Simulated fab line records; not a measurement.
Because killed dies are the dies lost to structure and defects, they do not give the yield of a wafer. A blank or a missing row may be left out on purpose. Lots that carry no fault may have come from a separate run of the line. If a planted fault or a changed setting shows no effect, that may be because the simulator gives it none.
fab line records	flow sky130
[record] lots = 12	wafers = 36	last-day = 50
route steps=708 shown VT_ADJUST_LVTN@110 POLY_CUT@316 SD_P@330 SD_N@349
lots untouched by any fault: they come from a run of this same line in which no faults occurred
start-h: the number of hours between the record's first day and the start of the first shown wafer of the lot	wait-h: time in hours since the lot's previous step	" unchanged from the row above	L1.1+2: a single row standing in for several wafers	- value missing, or start not given	* or withheld: withheld	< > ~ a bound
route shown NAME@n: names a module that has steps shown in the file, with the first one's number in the route	usual: mean and standard deviation over wafers with no fault	same: alike in all rows	chamber/n: place in a boat	sites: per-site readings	_std_site: how widely they spread, as a standard deviation	_edge_site: inner sites' mean taken away from outer sites' mean	radius-mm: for every site, how far away it sits from the centre of the wafer	mask NAME#n: copy n	behind: the most recent tool/chamber to have shaped the wafer	hold: cause of the lot's hold/its duration in hours/its outcome	device: transistor that didn't switch, given as n, p or np	end of line: the route-end tests of the same wafers	step lacking rows: just its recipe	killed: dies that structure and defects cost at the first sort, which is not the same as the wafer's yield	map: a wafer's dies, x killed, . not, _ none there
set.NAME: the run value of the setting; set.NAME@STEP: its run value at that earlier step	model.NAME: the simulator's own value behind a step, which no gauge read
the route's steps for a sample of lots (tables are steps, rows are wafers)
services: from which hour (start-h, from the record's first day; less than 0 if before it) a tool's chamber was out of use, for how many hours, and why
[[steps]]
[step SKY_VT_ADJUST_LVTN_COAT_13]
[recipe] resist = NOVOLAK	spin-rpm = 3000	resist-thk-nm = 1140
[usual] spin-speed-rpm = 2999.7/1.9
lot.wafer	tool	chamber	start-h	wait-h	spin-speed-rpm
L495.4	litho-track-01	0	156.06	0.1	2999.7
L495.5	"	0	"	"	2999.8
L495.6	"	0	"	"	3000.2
L496.1	litho-track-03	0	170.76	0.1	3000.5
L496.2	"	0	"	"	3001.3
L496.6	"	0	"	"	2999.2
L497.1	litho-track-02	0	183.18	0.1	2997.4
L497.4	"	0	"	"	2998.2
L497.6	"	0	"	"	2998.7
L499.2	litho-track-03	0	185.93	0.1	3001.1
L499.5	"	0	"	"	2996.1
L499.6	"	0	"	"	2998.3
L498.4	litho-track-02	0	186.05	0.1	3001.8
L498.5	"	0	"	"	2998.5
L498.6	"	0	"	"	2997.7
L501.2	litho-track-01	0	214.56	0.1	2999.7
L501.4	"	0	"	"	2998.0
L501.5	"	0	"	"	2999.5
L503.1	litho-track-03	0	217.36	0.1	3002.5
L503.5	"	0	"	"	3001.1
L503.6	"	0	"	"	2998.9
L502.3	litho-track-02	0	217.83	0.1	3002.8
L502.5	"	0	"	"	2996.8
L502.6	"	0	"	"	3000.8
L508.1	litho-track-02	0	238.78	0.1	3002.3
L508.4	"	0	"	"	3001.4
L508.6	"	0	"	"	2998.2
L515.1	litho-track-02	0	286.93	0.1	3139.6
L515.3	"	0	"	"	3138.0
L515.5	"	0	"	"	3135.5
L517.1	litho-track-02	0	296.47	0.1	3138.4
L517.2	"	0	"	"	3137.4
L517.4	"	0	"	"	3140.4
L518.1	litho-track-01	0	307.13	0.1	3000.0
L518.4	"	0	"	"	3000.0
L518.5	"	0	"	"	2997.3
[step SKY_VT_ADJUST_LVTN_STRIP_20]
[recipe] chemistry = O2/N2	power-w = 1400	pressure-mtorr = 1500	platen-temp-c = withheld	o2-flow-sccm = 3000	n2-flow-sccm = 300	overash-fraction = 0.5
[usual] drypump-motor-current-A = 5.9/0.37	oes-product-au = 0.715/0.0045	strip-time-to-endpoint-s = 14.18/0.033
lot.wafer	tool	chamber	start-h	wait-h	drypump-motor-current-A	oes-product-au	rf-hours-counter-h	strip-time-to-endpoint-s
L495.4	plasma-asher-01	0	166.75	0.1	5.5	0.715	-	14.17
L495.5	"	1	"	"	6.2	0.718	-	14.21
L495.6	"	0	"	"	5.5	0.711	-	14.22
L496.1	plasma-asher-02	0	181.47	0.1	5.6	0.715	49	14.18
L496.2	"	1	"	"	5.6	0.722	49	14.14
L496.6	"	1	"	"	5.6	0.714	-	14.15
L497.1	plasma-asher-01	1	193.94	0.1	6.2	0.710	9	14.13
L497.4	"	0	"	"	5.6	0.711	-	14.15
L497.6	"	0	"	"	5.5	0.716	-	14.14
L499.2	plasma-asher-02	1	197.67	0.1	5.6	0.714	50	14.19
L499.5	"	0	"	"	5.6	0.705	-	14.18
L499.6	"	1	"	"	5.6	0.724	-	14.16
L498.4	plasma-asher-03	0	198.23	0.1	6.5	0.715	-	14.13
L498.5	"	0	"	"	6.5	0.711	-	14.12
L498.6	"	1	"	"	6.0	0.717	-	14.13
L501.2	plasma-asher-03	1	226.21	0.1	6.0	0.719	42	14.18
L501.4	"	0	"	"	6.5	0.716	-	14.17
L501.5	"	1	"	"	6.0	0.713	-	14.17
L503.1	plasma-asher-02	0	228.94	0.1	5.6	0.721	52	14.20
L503.5	"	0	"	"	5.6	0.704	-	14.23
L503.6	"	1	"	"	5.6	0.711	-	14.20
L502.3	plasma-asher-01	1	229.05	0.1	6.2	0.719	-	14.22
L502.5	"	0	"	"	5.5	0.720	-	14.20
L502.6	"	1	"	"	6.2	0.716	-	14.19
L508.1	plasma-asher-01	0	250.91	0.1	5.5	0.712	16	14.19
L508.4	"	0	"	"	5.5	0.715	-	14.25
L508.6	"	1	"	"	6.2	0.712	-	14.17
L515.1	plasma-asher-03	0	299.86	0.1	6.5	0.716	49	13.90
L515.3	"	1	"	"	6.0	0.720	-	13.87
L515.5	"	1	"	"	6.1	0.713	-	13.93
L517.1	plasma-asher-03	0	308.74	0.1	6.5	0.717	51	13.91
L517.2	"	1	"	"	6.0	0.721	51	13.88
L517.4	"	1	"	"	6.1	0.716	-	13.90
L518.1	plasma-asher-02	1	320.77	0.1	5.6	0.711	60	14.17
L518.4	"	1	"	"	5.6	0.717	-	14.13
L518.5	"	1	"	"	5.6	0.715	-	14.15
[step SKY_POLY_CUT_OVL_MEAS_09]
[usual] POLY_CUT_OVL = -2/5.7
lot.wafer	tool	chamber	start-h	wait-h	POLY_CUT_OVL[nm]
L495.4	overlay-02	-	564.35	0.1	2
L495.5	"	-	"	"	4
L495.6	"	-	"	"	7
L496.1	overlay-01	-	582.65	0.1	0
L496.2	"	-	"	"	-12
L496.6	"	-	"	"	-11
L497.1	overlay-01	-	595.48	0.1	2
L497.4	"	-	"	"	-1
L497.6	"	-	"	"	0
L498.4	overlay-02	-	599.37	0.1	-6
L498.5	"	-	"	"	-1
L498.6	"	-	"	"	-6
L499.2	overlay-02	-	600.28	0.1	0
L499.5	"	-	"	"	-5
L499.6	"	-	"	"	0
L501.2	overlay-01	-	641.30	0.1	2
L501.4	"	-	"	"	4
L501.5	"	-	"	"	3
L503.1	overlay-02	-	642.58	0.1	6
L503.5	"	-	"	"	1
L503.6	"	-	"	"	3
L502.3	overlay-01	-	645.34	0.1	4
L502.5	"	-	"	"	-2
L502.6	"	-	"	"	6
L508.1	overlay-02	-	667.73	0.1	3
L508.4	"	-	"	"	8
L508.6	"	-	"	"	3
L515.1	overlay-02	-	718.79	0.1	-1
L515.3	"	-	"	"	-8
L515.5	"	-	"	"	1
L517.1	overlay-02	-	737.68	0.1	-7
L517.2	"	-	"	"	7
L517.4	"	-	"	"	-4
L518.1	overlay-01	-	743.28	0.1	9
L518.4	"	-	"	"	6
L518.5	"	-	"	"	0
[step SKY_SD_P_STRIP_10]
[recipe] chemistry = O2/N2	power-w = 1400	pressure-mtorr = 1500	platen-temp-c = withheld	o2-flow-sccm = 3000	n2-flow-sccm = 300	overash-fraction = 0.5
[usual] drypump-motor-current-A = 5.7/0.31	oes-product-au = 0.617/0.0046	strip-time-to-endpoint-s = 17.51/0.052
lot.wafer	tool	chamber	start-h	wait-h	drypump-motor-current-A	oes-product-au	rf-hours-counter-h	strip-time-to-endpoint-s
L495.4	plasma-asher-01	1	594.00	0.1	6.2	0.617	-	17.57
L495.5	"	0	"	"	5.5	0.617	-	17.51
L495.6	"	1	"	"	6.2	0.619	-	17.57
L496.1	plasma-asher-04	0	611.86	0.1	6.0	0.612	93	17.48
L496.2	"	1	"	"	5.4	0.619	93	17.47
L496.6	"	0	"	"	6.0	0.617	-	17.50
L497.1	plasma-asher-04	0	623.78	0.1	6.0	0.625	95	17.58
L497.4	"	0	"	"	6.1	0.621	-	17.58
L497.6	"	1	"	"	5.4	0.621	-	17.56
L498.4	plasma-asher-04	0	627.95	0.1	6.1	0.610	-	17.53
L498.5	"	1	"	"	5.3	0.619	-	17.52
L498.6	"	0	"	"	6.0	0.618	-	17.56
L499.2	plasma-asher-04	1	628.86	0.1	5.3	0.614	95	17.54
L499.5	"	1	"	"	5.3	0.612	-	17.51
L499.6	"	0	"	"	6.0	0.617	-	17.52
L501.2	plasma-asher-02	1	670.11	0.1	5.6	0.620	24	17.52
L501.4	"	0	"	"	5.6	0.611	-	17.59
L501.5	"	1	"	"	5.6	0.620	-	17.57
L503.1	plasma-asher-02	0	671.36	0.1	5.6	0.626	24	17.61
L503.5	"	1	"	"	5.6	0.616	-	17.59
L503.6	"	0	"	"	5.6	0.619	-	17.59
L502.3	plasma-asher-01	0	673.90	0.1	5.5	0.615	-	17.47
L502.5	"	0	"	"	5.5	0.616	-	17.48
L502.6	"	1	"	"	6.2	0.622	-	17.51
L508.1	plasma-asher-02	1	693.83	0.1	5.6	0.616	26	17.46
L508.4	"	1	"	"	5.6	0.613	-	17.45
L508.6	"	0	"	"	5.6	0.621	-	17.49
L515.1	plasma-asher-04	1	746.56	0.1	5.4	0.607	0	17.45
L515.3	"	1	"	"	5.3	0.616	-	17.41
L515.5	"	0	"	"	6.0	0.609	-	17.45
L517.1	plasma-asher-01	1	763.73	0.1	6.2	0.612	63	17.54
L517.2	"	0	"	"	5.5	0.620	63	17.52
L517.4	"	1	"	"	6.2	0.614	-	17.53
L518.1	plasma-asher-02	1	770.56	0.1	5.6	0.614	34	17.50
L518.4	"	0	"	"	5.6	0.622	-	17.51
L518.5	"	1	"	"	5.6	0.613	-	17.49
[step SKY_SD_N_CD_MEAS_07]
[recipe] target-cd-nm = 380
[usual] cd-nm = 380.8/2.5
lot.wafer	tool	chamber	start-h	wait-h	cd-nm
L495.4	cd-sem-01	-	651.14	0.1	380.4
L495.5	"	-	"	"	380.1
L495.6	"	-	"	"	378.9
L496.1	cd-sem-02	-	668.73	0.2	379.6
L496.2	"	-	"	"	382.6
L496.6	"	-	"	"	381.6
L497.1	cd-sem-02	-	680.38	0.1	380.6
L497.4	"	-	"	"	378.1
L497.6	"	-	"	"	377.8
L498.4	cd-sem-02	-	684.48	0.1	380.5
L498.5	"	-	"	"	379.4
L498.6	"	-	"	"	381.8
L499.2	cd-sem-01	-	684.88	0.1	382.6
L499.5	"	-	"	"	382.4
L499.6	"	-	"	"	386.0
L501.2	cd-sem-02	-	724.23	0.1	377.6
L501.4	"	-	"	"	378.1
L501.5	"	-	"	"	379.7
L503.1	cd-sem-02	-	725.88	0.2	385.8
L503.5	"	-	"	"	383.7
L503.6	"	-	"	"	386.7
L502.3	cd-sem-02	-	729.76	0.1	376.7
L502.5	"	-	"	"	376.9
L502.6	"	-	"	"	379.5
L508.1	cd-sem-02	-	749.91	0.1	381.7
L508.4	"	-	"	"	380.6
L508.6	"	-	"	"	381.7
L515.1	cd-sem-01	-	799.91	0.1	378.2
L515.3	"	-	"	"	377.8
L515.5	"	-	"	"	376.8
L517.1	cd-sem-02	-	815.77	0.1	381.7
L517.2	"	-	"	"	382.3
L517.4	"	-	"	"	382.1
L518.1	cd-sem-02	-	824.26	0.1	380.4
L518.4	"	-	"	"	380.0
L518.5	"	-	"	"	379.7
[[services]]
tool	chamber	start-h	hours	kind
plasma-asher-04	-	158.49	7.1	repair
plasma-asher-04	-	165.04	4.0	repair
plasma-asher-03	-	199.98	0.7	repair
plasma-asher-02	-	205.67	11.1	repair
plasma-asher-03	-	212.78	2.8	pm
plasma-asher-02	-	239.21	16.2	repair
plasma-asher-03	-	247.36	3.9	repair
plasma-asher-01	-	294.22	22.6	pm
plasma-asher-01	-	328.56	1.8	repair
plasma-asher-01	-	338.41	5.7	repair
plasma-asher-01	-	401.96	5.5	repair
plasma-asher-02	-	421.25	9.0	pm
plasma-asher-02	0	421.25	9.0	vent-cycle
plasma-asher-02	1	421.25	9.0	vent-cycle
plasma-asher-04	-	423.73	0.3	repair
plasma-asher-02	0	430.25	-	clean
plasma-asher-02	1	430.25	-	clean
plasma-asher-01	-	455.59	0.7	repair
plasma-asher-03	-	465.74	1.2	repair
plasma-asher-03	-	561.76	9.4	repair
plasma-asher-02	-	722.65	2.8	pm
plasma-asher-04	-	733.75	9.0	pm
plasma-asher-01	-	752.02	2.7	repair
plasma-asher-03	-	759.75	3.0	repair
[[key]]
[first-sign] step = SKY_VT_ADJUST_LVTN_COAT_13	reading = spin-speed-rpm	direction = up	sigmas = 73	usual = 2999.7	struck = 3138.2
[effect] step = SKY_VT_ADJUST_LVTN_STRIP_20	reading = strip-time-to-endpoint-s	direction = down	sigmas = 8.5	usual = *	struck = *
met-at SKY_VT_ADJUST_LVTN_COAT_13
struck-lots L515,L517
tester-left-out L515,L517
not-acting-at SKY_POLY_CUT_OVL_MEAS_09,SKY_SD_P_STRIP_10,SKY_SD_N_CD_MEAS_07
onset-between 238.78 286.93
[fault] kind = process-parameter-drift	tool = litho-track-02	chamber = -	onset-h = 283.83	steps = SKY_VT_ADJUST_LVTN_COAT_13	channel = spin-rpm	offset = 139.13	shape = step	end-h = 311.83	acts-in = these-recipes-only	stated = 3000
// tester-left-out: of these lots the tester's yield and bins aren't shown, on N5 and GAA mostly nor the transistor test; their killed dies are dies lost to structure and defects alone, not to doping, threshold or leakage, so they don't give the yield
